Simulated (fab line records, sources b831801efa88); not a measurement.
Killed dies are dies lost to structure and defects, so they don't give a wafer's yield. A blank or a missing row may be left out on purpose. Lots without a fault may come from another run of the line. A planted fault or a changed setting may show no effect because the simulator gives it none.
A struck lot beside a sound one | flow sky130 | 34 steps out of a route of 708
Sound: wafers L859.1, L859.4, L859.6. Struck: wafers L869.1, L869.3, L869.5. The cause comes at the end.
At each step with rows: each side's tool, then ch and its chambers, then its first start. Under that, the readings that differ: sound wafers | struck wafers | difference of the means | sigmas: that difference in standard deviations of wafers without a fault.
alike: readings whose means differ by less than 2 such deviations, and words and numbers that are the same on both sides. not compared: withheld readings, readings that some wafer has no value for, bounds like >300 that may hide the same value, and numbers for which the record gives no deviation and whose values overlap.
The two part at a step that has a row with sigmas, a row that says differs or no value, or rows on one side only. Numbers that don't overlap but have no deviation are shown without sigmas and don't part them. A reading that every wafer of one side lacks parts them only if that side has two wafers or more.

first, 10 steps without rows for these wafers: SKY_LI_CONTACT_DEHYDRATE_04 (time 60 s); SKY_LI_CONTACT_HMDS_05 (prime time 60 s); SKY_LI_CONTACT_COAT_06 (resist thk 60 nm); SKY_LI_CONTACT_COAT_07 (resist thk 450 nm); SKY_LI_CONTACT_SOFTBAKE_08 (time 90 s); SKY_LI_CONTACT_EXPOSE_09 (exposes mask LICM1, target cd 170 nm); SKY_LI_CONTACT_PEB_10; SKY_LI_CONTACT_DEVELOP_11 (develop time 60 s); SKY_LI_CONTACT_ETCH_14 (etches BARC in N2/H2, stops on SiO2, time 45.9 s, target depth 60 nm); SKY_LI_CONTACT_ETCH_15 (etches PSG in C4F8/O2/Ar, stops on Si, target depth 600 nm).
SKY_LI_CONTACT_STRIP_16: strips in O2/N2.
  sound on plasma_asher-04 ch 0,1, day 30 18:11; struck on plasma_asher-03 ch 0,1, day 33 15:35
  alike: drypump_motor_current_A, oes_product_au, strip_time_to_endpoint_s
  not compared: rf_hours_counter_h
then, 22 steps without rows for these wafers: SKY_LI_CONTACT_CLEAN_17 (cleans in NMP, time 600 s); SKY_LI_CONTACT_PRE_CLEAN_18 (time 5.6 s); SKY_LI_CONTACT_SPUTTER_19 (material Ti, target thk 20 nm, time 106.37 s); SKY_LI_CONTACT_SPUTTER_20 (material TiN, target thk 20 nm, time 80 s); SKY_LI_CONTACT_CVD_21 (deposits W, target thk 400 nm, time 120.56 s); SKY_LI_CONTACT_CMP_24 (polishes, stops on PSG, t overpolish 20 s, target thk 0 nm); SKY_LOCAL_INTERCONNECT_SPUTTER_00 (material TiN, target thk 100 nm, time 83.3 s); SKY_LOCAL_INTERCONNECT_DEHYDRATE_03 (time 60 s); SKY_LOCAL_INTERCONNECT_HMDS_04 (prime time 60 s); SKY_LOCAL_INTERCONNECT_COAT_05 (resist thk 60 nm); SKY_LOCAL_INTERCONNECT_COAT_06 (resist thk 450 nm); SKY_LOCAL_INTERCONNECT_SOFTBAKE_07 (time 90 s); SKY_LOCAL_INTERCONNECT_EXPOSE_08 (exposes mask LI1M, target cd 170 nm); SKY_LOCAL_INTERCONNECT_PEB_09; SKY_LOCAL_INTERCONNECT_DEVELOP_10 (develop time 60 s); SKY_LOCAL_INTERCONNECT_ETCH_13 (etches BARC in N2/H2, stops on SiO2, time 45.9 s, target depth 60 nm); SKY_LOCAL_INTERCONNECT_METAL_ETCH_14 (etches TiN in Cl2/BCl3, stops on PSG, target depth 110 nm, time 31.4 s); SKY_LOCAL_INTERCONNECT_STRIP_15 (strips in O2/N2); SKY_LOCAL_INTERCONNECT_STRIP_16 (strips in post etch residue remover, time 1200 s); SKY_LOCAL_INTERCONNECT_CLEAN_17 (cleans in IPA, time 180 s); SKY_LOCAL_INTERCONNECT_CLEAN_18 (cleans in O3/DIW); SKY_CONTACT_CVD_00 (deposits Si3N4, target thk 75 nm).
-- the record jumps here: 15 days lie between the struck wafers' starts before and after (it left off in module CONTACT and takes up again in module PAD_OPEN, whose first step shown is number 708 of the route) --
SKY_PAD_OPEN_PROBE_99:
  sound on prober-01, day 47 03:35; struck on prober-02, day 49 02:29
  reading            | sound    | struck                                                                     | difference                   | sigmas
  hold               | - - -    | await_dispo/3.3h/release await_dispo/3.3h/release await_dispo/3.3h/release | no value on the sound wafers |
  killed_at_contacts | 21 22 16 | 43 85 90                                                                   | +53                          | +9
  killed_dies        | 76 84 80 | 118 155 141                                                                | +58                          | +6
  alike: killed_at_M0_to_M3, killed_at_M4_up, killed_at_front_end, killed_at_other, killed_open, killed_short

WHERE THEY PART
Only at SKY_PAD_OPEN_PROBE_99, within this record.

WHY: what the simulator had put in
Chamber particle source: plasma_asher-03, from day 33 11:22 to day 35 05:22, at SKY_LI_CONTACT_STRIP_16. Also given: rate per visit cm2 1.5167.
